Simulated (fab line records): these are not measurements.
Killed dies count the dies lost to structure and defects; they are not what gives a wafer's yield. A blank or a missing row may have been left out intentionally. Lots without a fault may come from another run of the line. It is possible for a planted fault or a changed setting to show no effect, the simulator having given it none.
A lot that was struck, set against a sound lot | flow gf180mcu | 14 steps out of a route of 602
Sound: the wafers L704.1, L704.2, L704.3. The struck wafers were L693.2, L693.3, L693.4. The cause is given at the end.
At each step with rows: each side's tool, then ch and its chambers, then its first start. Under that, the readings that differ: sound wafers | struck wafers | difference of the means | sigmas: that difference in standard deviations of wafers without a fault.
alike: readings with means less than 2 such deviations apart, plus words and numbers identical on both sides. not compared: withheld readings, readings lacking a value on some wafer, bounds such as >300 that could conceal the same value, and numbers that have no deviation in the record and whose values overlap.
Wherever a step has rows on one side only, a row that says differs or no value, or a row with sigmas, the two part there. Numbers that don't overlap but have no deviation are shown without sigmas and don't part them. A reading that every wafer of one side lacks parts them only if that side has two wafers or more.

GF_VT_IMPLANT_RS_MEAS_47: uses a four-point probe to measure.
  sound: film-metro-01 at day 11 20:41; struck: film-metro-03 at day 8 13:39
  alike: NWELL_RS
GF_VT_IMPLANT_RS_MEAS_48: uses a four-point probe to measure.
  sound: film-metro-01 at day 11 20:49; struck: film-metro-03 at day 8 13:46
  alike: LVPWELL_RS
GF_VT_IMPLANT_RS_MEAS_49: uses a four-point probe to measure.
  sound: film-metro-01 at day 11 20:56; struck: film-metro-03 at day 8 13:53
  alike: MVPSD_RS
then, 4 steps without rows for these wafers: GF_VT_IMPLANT_WET_ETCH_50 (etches SiO2 in dHF, target depth 20 nm, time 400 s); GF_DUAL_GATE_CLEAN_00 (cleans in SC1/SC2, time 150 s); GF_DUAL_GATE_CLEAN_01 (cleans in dHF, time 20 s); GF_DUAL_GATE_OXIDATION_02 (stabilise 600 s, purge 300 s, target thk 10.887 nm).
GF_DUAL_GATE_THK_MEAS_03:
  sound: film-metro-02 at day 12 01:05; struck: film-metro-04 at day 8 15:38
  reading                         | sound             | struck            | difference | sigmas
  DUAL_GATE_OXIDATION_00_THK (nm) | 11.02 10.73 10.95 | 11.32 11.27 11.43 | +0.44      | +2
then, 4 steps without rows for these wafers: GF_DUAL_GATE_DEHYDRATE_04 (time 60 s); GF_DUAL_GATE_HMDS_05 (prime time 60 s); GF_DUAL_GATE_COAT_06 (resist thk 1000 nm); GF_DUAL_GATE_SOFTBAKE_07 (time 60 s).
GF_DUAL_GATE_EXPOSE_08: exposes mask Dualgate, target cd 700 nm.
  sound on iline-stepper-02 ch 0, day 12 10:54; struck on iline-stepper-02, day 8 23:59
  no value came back on the struck wafers for exposure-dose-mJ-cm2, focus-offset-nm (nm); on the sound wafers exposure-dose-mJ-cm2 reads 139.96 139.84 139.93
  alike: mask
after that, 1 step had no rows for these wafers: GF_DUAL_GATE_PEB_09.

## WHERE THEY PART
First at GF_DUAL_GATE_THK_MEAS_03; last, within this record, at GF_DUAL_GATE_EXPOSE_08.

WHY: whatever the simulator had introduced
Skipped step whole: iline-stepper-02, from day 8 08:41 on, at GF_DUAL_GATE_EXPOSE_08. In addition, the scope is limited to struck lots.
